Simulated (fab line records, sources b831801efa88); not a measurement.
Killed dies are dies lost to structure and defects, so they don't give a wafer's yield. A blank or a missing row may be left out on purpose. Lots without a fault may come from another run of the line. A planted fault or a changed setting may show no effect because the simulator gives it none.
Problem report in the 8D (eight disciplines) form, filled by code | flow sfq_line | the parts of the form that need people (team, actions taken, sign-off) are left out

1. THE PROBLEM
spin_speed_rpm at SFQ_TRILAYER_M7_LITHO_COAT_177 reads a mean of 2782.0 rpm on 9 wafers of 3 lots; wafers without a fault read 2999.9 rpm with a standard deviation of 1.9. That is -99 or more standard deviations from the usual mean.
The step: resist thk 600 nm.
First seen on wafer L721.2, day 75 21:03, on litho_track-03. The record holds 21 wafers of 7 lots with a number at this step. Rule for "out", or "out of limits": more than 4 standard deviations from the usual mean. The other wafers with a number count as sound.

2. WHAT IT IS AND WHAT IT IS NOT
question                    | is                     | is not
which readings at this step | spin_speed_rpm         | -
which lots                  | L721, L723, L724       | L710, L712, L722, L727
which wafers of those lots  | all that have a number | -
read on which tools         | litho_track-03         | litho_track-01, litho_track-02
when                        | from day 75 21:03      | up to then (6 sound wafers); but 6 sound wafers of L722, L727 came after

3. SUSPECTS, AND WHAT RULES EACH OUT
Counting: a tool at a process step up to the reading stays a suspect if it ran every lot that is out and no sound lot after the first of them.
- rie_diel-01 at SFQ_TRILAYER_I6_VIA_BARC_OPEN_VIA_ETCH_235 (etches BARC in O2, target depth 125 nm, time 41.7 s): ruled out as a lasting fault. Sound lots L727 ran on it after its first lot that is out, L721 (day 75 19:29).
- rie_diel-01 at SFQ_TRILAYER_I6_VIA_ETCH_VIA_ETCH_172 (etches SiO2 in CHF3, stops on Nb, target depth 260 nm): ruled out as a lasting fault. Sound lots L727 ran on it after its first lot that is out, L721 (day 75 19:31).
- litho_track-03 at SFQ_TRILAYER_M7_LITHO_COAT_177 (resist thk 600 nm): kept. It ran every lot that is out, first L721 (day 75 21:03), and no sound lot after that; its last sound lot up to then is L712 (day 73 08:41). Its own readings are out on those wafers: spin_speed_rpm.
Left after counting: litho_track-03 at SFQ_TRILAYER_M7_LITHO_COAT_177.

4. THE CAUSE (what the simulator had put in)
Process parameter drift: litho_track-03, from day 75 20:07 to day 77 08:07, at SFQ_TRILAYER_M7_LITHO_COAT_177. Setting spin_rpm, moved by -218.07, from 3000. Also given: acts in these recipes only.
Counting left only this tool.

5. THE CHAIN OF EFFECTS, in route order
Each row: a reading whose mean over the struck wafers that have a number lies more than 3 standard deviations from the usual. Only readings for which the record gives a usual standard deviation are gone through. hours: the time from each lot's start at the first step in this table that gives one to its start at this step, as a median over the lots. sigmas: the change in usual standard deviations.
hours | step                           | reading        | usual      | on struck wafers | change | sigmas
0     | SFQ_TRILAYER_M7_LITHO_COAT_177 | spin_speed_rpm | 2999.9 rpm | 2782.0           | -217.9 | -99 or more
The process steps in it:
- SFQ_TRILAYER_M7_LITHO_COAT_177: resist thk 600 nm.
Later measuring or inspecting steps at which every struck wafer that the step has a row for has a number for every such reading, and none has moved that far: SFQ_M7_OVL_MEAS_945.

6. WHAT WOULD HAVE CAUGHT IT SOONER
In this record the first reading out of limits was taken at day 75 21:03, 1 hour after the fault began at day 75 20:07.
